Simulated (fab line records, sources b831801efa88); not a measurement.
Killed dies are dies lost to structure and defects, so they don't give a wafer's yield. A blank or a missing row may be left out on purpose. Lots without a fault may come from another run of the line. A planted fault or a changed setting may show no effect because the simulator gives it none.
A struck lot beside a sound one | flow sky130 | 26 steps out of a route of 708
Sound: wafers L742.2, L742.3, L742.5. Struck: wafers L740.1, L740.4, L740.6. The cause comes at the end.
At each step with rows: each side's tool, then ch and its chambers, then its first start. Under that, the readings that differ: sound wafers | struck wafers | difference of the means | sigmas: that difference in standard deviations of wafers without a fault.
alike: readings whose means differ by less than 2 such deviations, and words and numbers that are the same on both sides. not compared: withheld readings, readings that some wafer has no value for, bounds like >300 that may hide the same value, and numbers for which the record gives no deviation and whose values overlap.
The two part at a step that has a row with sigmas, a row that says differs or no value, or rows on one side only. Numbers that don't overlap but have no deviation are shown without sigmas and don't part them. A reading that every wafer of one side lacks parts them only if that side has two wafers or more.

first, 1 step without rows for these wafers: SKY_VT_ADJUST_HVTP_IMPLANT_09.
SKY_VT_ADJUST_HVTP_STRIP_10: strips in O2/N2.
  sound on plasma_asher-04 ch 0,1, day 12 04:25; struck on plasma_asher-01 ch 0,1, day 11 06:04
  alike: chamber_pressure_mTorr, drypump_motor_current_A, oes_product_au, strip_time_to_endpoint_s
  not compared: rf_hours_counter_h
SKY_VT_ADJUST_HVTP_TW_MEAS_11:
  sound on film_metro-02, day 12 04:31; struck on film_metro-02, day 11 06:10
  alike: VT_ADJUST_HVTP_TW
then, 7 steps without rows for these wafers: SKY_VT_ADJUST_LVTN_DEHYDRATE_00 (time 60 s); SKY_VT_ADJUST_LVTN_HMDS_01 (prime time 60 s); SKY_VT_ADJUST_LVTN_COAT_02 (resist thk 3000 nm); SKY_VT_ADJUST_LVTN_SOFTBAKE_03; SKY_VT_ADJUST_LVTN_EXPOSE_04 (exposes mask NWM COMPLEMENT LESS NATIVE, target cd 840 nm); SKY_VT_ADJUST_LVTN_PEB_05; SKY_VT_ADJUST_LVTN_DEVELOP_06 (develop time 60 s).
SKY_VT_ADJUST_LVTN_OVL_MEAS_07:
  sound on overlay-01, day 13 05:14; struck on overlay-02, day 12 06:08
  alike: VT_ADJUST_LVTN_OVL
then, 1 step without rows for these wafers: SKY_VT_ADJUST_LVTN_IMPLANT_08.
SKY_VT_ADJUST_LVTN_STRIP_09: strips in O2/N2.
  sound on plasma_asher-03 ch 0,1, day 13 05:25; struck on plasma_asher-03 ch 0,1, day 12 06:19
  no value came back on the struck wafers for chamber_pressure_mTorr (mTorr), drypump_motor_current_A (A), oes_product_au (a.u.), strip_time_to_endpoint_s (s); on the sound wafers chamber_pressure_mTorr (mTorr) reads 1498.2 1497.0 1499.1
  reading                                          | sound | struck         | difference | sigmas
  model.coat_of_VT_ADJUST_LVTN_COAT_02.thk_nm (nm) | 0 0 0 | 2989 3001 2992 | +2994      |
  not compared: rf_hours_counter_h
SKY_VT_ADJUST_LVTN_TW_MEAS_10:
  sound on film_metro-03, day 13 05:32; struck on film_metro-03, day 12 06:25
  alike: VT_ADJUST_LVTN_TW
then, 7 steps without rows for these wafers: SKY_VT_ADJUST_LVTN_DEHYDRATE_11 (time 60 s); SKY_VT_ADJUST_LVTN_HMDS_12 (prime time 60 s); SKY_VT_ADJUST_LVTN_COAT_13 (resist thk 1140 nm); SKY_VT_ADJUST_LVTN_SOFTBAKE_14 (time 60 s); SKY_VT_ADJUST_LVTN_EXPOSE_15 (exposes mask HVN STD DERIVED, target cd 600 nm); SKY_VT_ADJUST_LVTN_PEB_16; SKY_VT_ADJUST_LVTN_DEVELOP_17 (develop time 60 s).
SKY_VT_ADJUST_LVTN_OVL_MEAS_18:
  sound on overlay-02, day 14 07:25; struck on overlay-01, day 13 07:04
  alike: VT_ADJUST_LVTN_01_OVL
then, 1 step without rows for these wafers: SKY_VT_ADJUST_LVTN_IMPLANT_19.
SKY_VT_ADJUST_LVTN_STRIP_20: strips in O2/N2.
  sound on plasma_asher-04 ch 0,1, day 14 07:35; struck on plasma_asher-04 ch 0,1, day 13 07:14
  reading                      | sound             | struck            | difference | sigmas
  oes_product_au (a.u.)        | 0.718 0.726 0.709 | 0.724 0.730 0.736 | +0.012     | +3
  strip_time_to_endpoint_s (s) | 14.22 14.16 14.18 | 58.57 58.78 58.65 | +44.48     | +99 or more
  alike: chamber_pressure_mTorr, drypump_motor_current_A
  not compared: rf_hours_counter_h
SKY_VT_ADJUST_LVTN_TW_MEAS_21:
  sound on film_metro-03, day 14 07:42; struck on film_metro-01, day 13 07:34
  reading             | sound             | struck         | difference | sigmas
  VT_ADJUST_LVTN_2_TW | 186.3 186.9 186.7 | 30.1 30.2 30.1 | -156.5     | -99 or more
  not compared: hold
then, 1 step without rows for these wafers: SKY_PAD_OPEN_PROBE_99.

WHERE THEY PART
First at SKY_VT_ADJUST_LVTN_STRIP_09; last, within this record, at SKY_VT_ADJUST_LVTN_TW_MEAS_21.

WHY: what the simulator had put in
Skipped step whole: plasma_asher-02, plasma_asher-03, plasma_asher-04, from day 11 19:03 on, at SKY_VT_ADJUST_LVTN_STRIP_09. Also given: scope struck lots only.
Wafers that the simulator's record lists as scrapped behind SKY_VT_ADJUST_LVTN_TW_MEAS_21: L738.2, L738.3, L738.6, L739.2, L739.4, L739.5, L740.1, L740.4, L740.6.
